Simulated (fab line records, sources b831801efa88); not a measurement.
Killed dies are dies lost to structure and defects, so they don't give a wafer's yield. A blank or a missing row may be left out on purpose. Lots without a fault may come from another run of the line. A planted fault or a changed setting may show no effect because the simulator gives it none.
A struck lot beside a sound one | flow sky130 | 44 steps out of a route of 708
Sound: wafers L195.1, L195.2, L195.5. Struck: wafers L197.2, L197.4, L197.5. The cause comes at the end.
At each step with rows: each side's tool, then ch and its chambers, then its first start. Under that, the readings that differ: sound wafers | struck wafers | difference of the means | sigmas: that difference in standard deviations of wafers without a fault.
alike: readings whose means differ by less than 2 such deviations, and words and numbers that are the same on both sides. not compared: withheld readings, readings that some wafer has no value for, bounds like >300 that may hide the same value, and numbers for which the record gives no deviation and whose values overlap.
The two part at a step that has a row with sigmas, a row that says differs or no value, or rows on one side only. Numbers that don't overlap but have no deviation are shown without sigmas and don't part them. A reading that every wafer of one side lacks parts them only if that side has two wafers or more.

first, 2 steps without rows for these wafers: SKY_DNWELL_DEVELOP_06 (develop time 60 s); SKY_DNWELL_IMPLANT_07.
SKY_DNWELL_STRIP_08: strips in O2/N2.
  sound on plasma_asher-04 ch 0,1, day 4 23:02; struck on plasma_asher-01 ch 0,1, day 5 15:46
  alike: drypump_motor_current_A, oes_product_au, strip_time_to_endpoint_s
  not compared: rf_hours_counter_h
SKY_DNWELL_TW_MEAS_09:
  sound on film_metro-03, day 4 23:08; struck on film_metro-03, day 5 15:53
  alike: DNWELL_TW
then, 7 steps without rows for these wafers: SKY_PWDE_DEHYDRATE_00 (time 60 s); SKY_PWDE_HMDS_01 (prime time 60 s); SKY_PWDE_COAT_02 (resist thk 3000 nm); SKY_PWDE_SOFTBAKE_03; SKY_PWDE_EXPOSE_04 (exposes mask PWDEM, target cd 840 nm); SKY_PWDE_PEB_05; SKY_PWDE_DEVELOP_06 (develop time 60 s).
SKY_PWDE_OVL_MEAS_07:
  sound on overlay-01, day 5 16:14; struck on overlay-02, day 6 10:44
  alike: PWDE_OVL
SKY_PWDE_IMPLANT_08:
  sound on implanter-02 ch 0, day 5 16:17; struck on implanter-02 ch 0, day 6 10:47
  reading            | sound                         | struck                     | difference | sigmas
  dose_ions_cm2      | 3.596e+12 3.601e+12 3.597e+12 | 3.58e+11 3.58e+11 3.57e+11 | -3.24e+12  | -99 or more
  faraday_current_uA | 20.0 20.0 20.2                | 1.9 2.1 2.0                | -18.1      | -41
  alike: end_station_pressure_torr
SKY_PWDE_STRIP_09: strips in O2/N2.
  sound on plasma_asher-03 ch 0,1, day 5 16:26; struck on plasma_asher-01 ch 0,1, day 6 10:55
  alike: drypump_motor_current_A, oes_product_au, strip_time_to_endpoint_s
  not compared: rf_hours_counter_h
SKY_PWDE_TW_MEAS_10:
  sound on film_metro-02, day 5 16:32; struck on film_metro-01, day 6 11:01
  reading | sound             | struck            | difference | sigmas
  PWDE_TW | 371.5 372.3 373.8 | 191.7 190.7 192.0 | -181.1     | -91
then, 7 steps without rows for these wafers: SKY_NWELL_DEHYDRATE_03 (time 60 s); SKY_NWELL_HMDS_04 (prime time 60 s); SKY_NWELL_COAT_05 (resist thk 3000 nm); SKY_NWELL_SOFTBAKE_06; SKY_NWELL_EXPOSE_07 (exposes mask NWM, target cd 840 nm); SKY_NWELL_PEB_08; SKY_NWELL_DEVELOP_09 (develop time 60 s).
SKY_NWELL_OVL_MEAS_10:
  sound on overlay-02, day 6 11:02; struck on overlay-01, day 7 06:30
  alike: NWELL_00_OVL
then, 3 steps without rows for these wafers: SKY_NWELL_IMPLANT_11; SKY_NWELL_IMPLANT_12; SKY_NWELL_IMPLANT_13.
SKY_NWELL_STRIP_14: strips in O2/N2.
  sound on plasma_asher-04 ch 0,1, day 6 11:32; struck on plasma_asher-03 ch 0,1, day 7 06:59
  alike: drypump_motor_current_A, oes_product_au, strip_time_to_endpoint_s
  not compared: rf_hours_counter_h
SKY_NWELL_TW_MEAS_15:
  sound on film_metro-01, day 6 11:38; struck on film_metro-02, day 7 07:05
  alike: NWELL_TW
then, 7 steps without rows for these wafers: SKY_NWELL_DEHYDRATE_16 (time 60 s); SKY_NWELL_HMDS_17 (prime time 60 s); SKY_NWELL_COAT_18 (resist thk 3000 nm); SKY_NWELL_SOFTBAKE_19; SKY_NWELL_EXPOSE_20 (exposes mask NWM COMPLEMENT, target cd 840 nm); SKY_NWELL_PEB_21; SKY_NWELL_DEVELOP_22 (develop time 60 s).
SKY_NWELL_OVL_MEAS_23:
  sound on overlay-02, day 7 07:32; struck on overlay-01, day 8 02:36
  alike: NWELL_01_OVL
then, 1 step without rows for these wafers: SKY_NWELL_IMPLANT_24.
SKY_NWELL_STRIP_25: strips in O2/N2.
  sound on plasma_asher-02 ch 0,1, day 7 07:44; struck on plasma_asher-03 ch 0,1, day 8 02:47
  reading                     | sound       | struck      | difference | sigmas
  drypump_motor_current_A (A) | 5.1 5.0 5.1 | 6.4 5.5 6.4 | +1.0       | +2
  alike: oes_product_au, strip_time_to_endpoint_s
  not compared: rf_hours_counter_h
SKY_NWELL_TW_MEAS_26:
  sound on film_metro-02, day 7 07:50; struck on film_metro-02, day 8 02:53
  alike: NWELL_2_TW
then, 1 step without rows for these wafers: SKY_NWELL_CLEAN_27 (cleans in SC1/SC2, time 150 s).
SKY_NWELL_RTA_28: time 30 s.
  sound on rtp_anneal-01 ch 0, day 7 07:56; struck on rtp_anneal-02 ch 0, day 8 03:01
  alike: lamp_power_pct, wafer_temp_C_max
SKY_NWELL_RS_MEAS_29: measures by four-point-probe.
  sound on film_metro-02, day 7 08:02; struck on film_metro-01, day 8 03:07
  reading           | sound             | struck            | difference | sigmas
  NWELL_RS (ohm/sq) | 623.3 620.6 626.2 | 626.5 625.0 626.7 | +2.7       | +2
SKY_NWELL_RS_MEAS_31: measures by four-point-probe.
  sound on film_metro-02, day 7 08:17; struck on film_metro-01, day 8 03:21
  reading          | sound          | struck | difference                    | sigmas
  PWDE_RS (ohm/sq) | 5252 5249 5239 | - - -  | no value on the struck wafers |
then, 1 step without rows for these wafers: SKY_PAD_OPEN_PROBE_99.

WHERE THEY PART
First at SKY_PWDE_IMPLANT_08; last, within this record, at SKY_NWELL_RS_MEAS_31.

WHY: what the simulator had put in
Process parameter drift: implanter-02, from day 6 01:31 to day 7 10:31, at SKY_PWDE_IMPLANT_08. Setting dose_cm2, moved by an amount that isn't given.
